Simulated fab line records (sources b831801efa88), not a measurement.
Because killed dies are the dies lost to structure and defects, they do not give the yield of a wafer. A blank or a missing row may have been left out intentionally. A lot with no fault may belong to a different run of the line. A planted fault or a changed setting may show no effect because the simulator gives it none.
A lot that was struck, set against a sound lot    flow gf180mcu    21 out of 602 route steps
Sound: the wafers L555.2, L555.3, L555.6. Wafers struck: L563.2, L563.4, L563.5. The cause is given at the end.
Each step with rows lists, per side, the tool, then ch with its chambers, then its first start. Under that, the readings that differ: sound wafers    struck wafers    difference of the means    sigmas: that difference in standard deviations of wafers without a fault.
alike: words and numbers the same on both sides, and readings whose means are apart by under 2 such deviations; not compared: readings that were withheld, readings missing a value for some wafer, numbers with overlapping values and no deviation given by the record, and bounds like >300 which may hide the same value.
A row with sigmas, a row that says differs or no value, or rows on one side alone: a step with any of these is where the two part. Non-overlapping numbers with no deviation appear without sigmas and do not part them. A reading missing from all wafers of one side parts the sides only when that side holds two or more wafers.

GF_TOP_METAL_CD_MEAS_14 targets a cd of 440 nm.
  struck on cd sem-02, day 31 19:16; sound on cd sem-02, day 29 15:38
  alike: cd nm
GF_TOP_METAL_OVL_MEAS_15:
  struck on overlay-02, day 31 19:23; sound on overlay-01, day 29 15:45
  alike: TOP_METAL_OVL
GF_TOP_METAL_METAL_ETCH_16: etches the open film in Cl2/BCl3, stops on SiO2, target depth 1197 nm, time 199.5 s.
  sound on rie metal-03 ch 0, day 29 15:47; struck on rie metal-01 ch 0,1, day 31 19:25
  alike: drypump motor current A, oes product au, throttle valve pct
  not compared: rf hours counter h
GF_TOP_METAL_STRIP_17: strips in O2/N2.
  sound on plasma asher-02 ch 0,1, day 29 15:58; struck on plasma asher-02 ch 0,1, day 31 19:36
  alike: drypump motor current A, heater power w, oes product au, strip time to endpoint s
  not compared: rf hours counter h
then, 2 steps without rows for these wafers: GF_TOP_METAL_STRIP_18 (strips in post etch residue remover, time 1200 s); GF_TOP_METAL_CLEAN_19 (cleans in DIW).
GF_PASSIVATION_CVD_00: deposits SiO2 from TEOS, target thk 1000 nm, time 111.95 s.
  sound on pecvd-03 ch 0,1,2, day 29 16:51; struck on pecvd-04 ch 0,1,2, day 31 20:08
  alike: heater power w, susceptor temp C
GF_PASSIVATION_THK_MEAS_01:
  struck on film metro-02, day 31 20:13; sound on film metro-01, day 29 16:56
  alike: PASSIVATION_CVD_00_THK
GF_PASSIVATION_CVD_02: deposits Si3N4, target thk 700 nm, time 486.18 s.
  sound on pecvd-01 ch 0,2, day 29 16:59; struck on pecvd-01 ch 0,1,2, day 31 20:16
  alike: heater power w, susceptor temp C
GF_PASSIVATION_THK_MEAS_03:
  struck on film metro-01, day 31 20:34; sound on film metro-02, day 29 17:17
  alike: PASSIVATION_CVD_02_THK
then, 2 steps without rows for these wafers: GF_PASSIVATION_DEHYDRATE_04 (time 60 s); GF_PASSIVATION_HMDS_05 (prime time 60 s).
GF_PASSIVATION_COAT_06: resist thk 4000 nm.
  sound on litho track-04 ch 0, day 30 02:26; struck on litho track-02 ch 0, day 32 05:07
reading                                        sound           struck          difference  sigmas
model.coat_of_PASSIVATION_COAT_06.thk nm (nm)  4004 4008 4005  3777 3768 3772  -233        
  alike: spin speed rpm
then, 4 steps without rows for these wafers: GF_PASSIVATION_SOFTBAKE_07; GF_PASSIVATION_EXPOSE_08 (exposes mask Pad, target cd 40000 nm); GF_PASSIVATION_PEB_09; GF_PASSIVATION_DEVELOP_10 (develop time 60 s).
GF_PASSIVATION_ETCH_11: etches the open film in CF4/O2, stops on TiN, target depth 2040 nm, time 453.3 s.
  sound on rie diel-04 ch 0,1, day 30 11:44; struck on rie diel-04 ch 0,2,3, day 32 13:39
reading                                        sound           struck          difference  sigmas
model.coat_of_PASSIVATION_COAT_06.thk nm (nm)  2620 2613 2605  2396 2390 2390  -221        
  alike: drypump motor current A, oes product au, throttle valve pct
  not compared: rf hours counter h
GF_PASSIVATION_STRIP_12: strips in O2/N2.
  sound on plasma asher-04 ch 1, day 30 12:00; struck on plasma asher-04 ch 0,1, day 32 13:55
reading                       sound              struck             difference  sigmas
strip time to endpoint s (s)  32.73 32.63 32.56  30.11 30.03 30.04  -2.58       -10
  alike: drypump motor current A, heater power w, oes product au
  not compared: rf hours counter h
then, 1 step without rows for these wafers: GF_PASSIVATION_ANNEAL_13 (time 1800 s).
GF_PASSIVATION_PROBE_99:
  sound wafers here have rows in the record (prober-01, day 30 13:46); struck ones have none

WHERE THEY PART
Last at GF_PASSIVATION_PROBE_99 as far as this record goes, first at GF_PASSIVATION_STRIP_12.

WHY: the cause the simulator had injected
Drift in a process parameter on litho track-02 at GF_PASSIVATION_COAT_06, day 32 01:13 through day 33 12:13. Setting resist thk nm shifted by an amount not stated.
